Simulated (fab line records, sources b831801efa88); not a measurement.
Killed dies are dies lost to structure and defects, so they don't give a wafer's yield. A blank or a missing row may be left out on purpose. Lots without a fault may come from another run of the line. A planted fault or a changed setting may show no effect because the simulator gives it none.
A struck lot beside a sound one | flow sky130 | 14 steps out of a route of 708
Sound: wafers L468.1, L468.3, L468.5. Struck: wafers L481.2, L481.3, L481.5. The cause comes at the end.
At each step with rows: each side's tool, then ch and its chambers, then its first start. Under that, the readings that differ: sound wafers | struck wafers | difference of the means | sigmas: that difference in standard deviations of wafers without a fault.
alike: readings whose means differ by less than 2 such deviations, and words and numbers that are the same on both sides. not compared: withheld readings, readings that some wafer has no value for, bounds like >300 that may hide the same value, and numbers for which the record gives no deviation and whose values overlap.
The two part at a step that has a row with sigmas, a row that says differs or no value, or rows on one side only. Numbers that don't overlap but have no deviation are shown without sigmas and don't part them. A reading that every wafer of one side lacks parts them only if that side has two wafers or more.

SKY_METAL2_SPUTTER_00: material Ti, target thk 15 nm, time 10 s.
  sound on pvd_sputter-02, day 34 16:26; struck on pvd_sputter-02, day 39 05:03
  alike: throttle_valve_pct
SKY_METAL2_SPUTTER_01: material TiN, target thk 20 nm, time 16.7 s.
  sound on pvd_sputter-02, day 34 16:28; struck on pvd_sputter-02, day 39 05:05
  alike: throttle_valve_pct
SKY_METAL2_SPUTTER_02: material AlCu, target thk 250 nm, time 13.3 s.
  sound on pvd_sputter-02, day 34 16:29; struck on pvd_sputter-02, day 39 05:06
  alike: throttle_valve_pct
SKY_METAL2_SPUTTER_03: material Ti, target thk 5 nm, time 3.3 s.
  sound on pvd_sputter-02, day 34 16:31; struck on pvd_sputter-02, day 39 05:08
  alike: throttle_valve_pct
SKY_METAL2_SPUTTER_04: material TiN, target thk 70 nm, time 58.3 s.
  sound on pvd_sputter-02, day 34 16:32; struck on pvd_sputter-02, day 39 05:09
  alike: throttle_valve_pct
SKY_METAL2_RS_MEAS_05: measures by four-point-probe.
  sound on film_metro-01, day 34 16:34; struck on film_metro-01, day 39 05:13
  alike: METAL2_ALCU_RS
SKY_METAL2_THK_MEAS_06: measures by xrf.
  sound on film_metro-01, day 34 16:41; struck on film_metro-01, day 39 05:19
  alike: METAL2_ALCU_THK
then, 5 steps without rows for these wafers: SKY_METAL2_DEHYDRATE_07 (time 60 s); SKY_METAL2_HMDS_08 (prime time 60 s); SKY_METAL2_COAT_09 (resist thk 60 nm); SKY_METAL2_COAT_10 (resist thk 450 nm); SKY_METAL2_SOFTBAKE_11 (time 90 s).
SKY_METAL2_EXPOSE_12: exposes mask MM2, target cd 140 nm.
  sound on krf_scanner-02 ch 0, day 35 06:32; struck on krf_scanner-02, day 39 17:44
  no value came back on the struck wafers for exposure_dose_mJ_cm2, focus_offset_nm (nm), reticle_temp_C (C), sigma_outer; on the sound wafers exposure_dose_mJ_cm2 reads 27.992 28.023 28.003
  alike: mask
then, 1 step without rows for these wafers: SKY_METAL2_PEB_13.

WHERE THEY PART
Only at SKY_METAL2_EXPOSE_12, within this record.

WHY: what the simulator had put in
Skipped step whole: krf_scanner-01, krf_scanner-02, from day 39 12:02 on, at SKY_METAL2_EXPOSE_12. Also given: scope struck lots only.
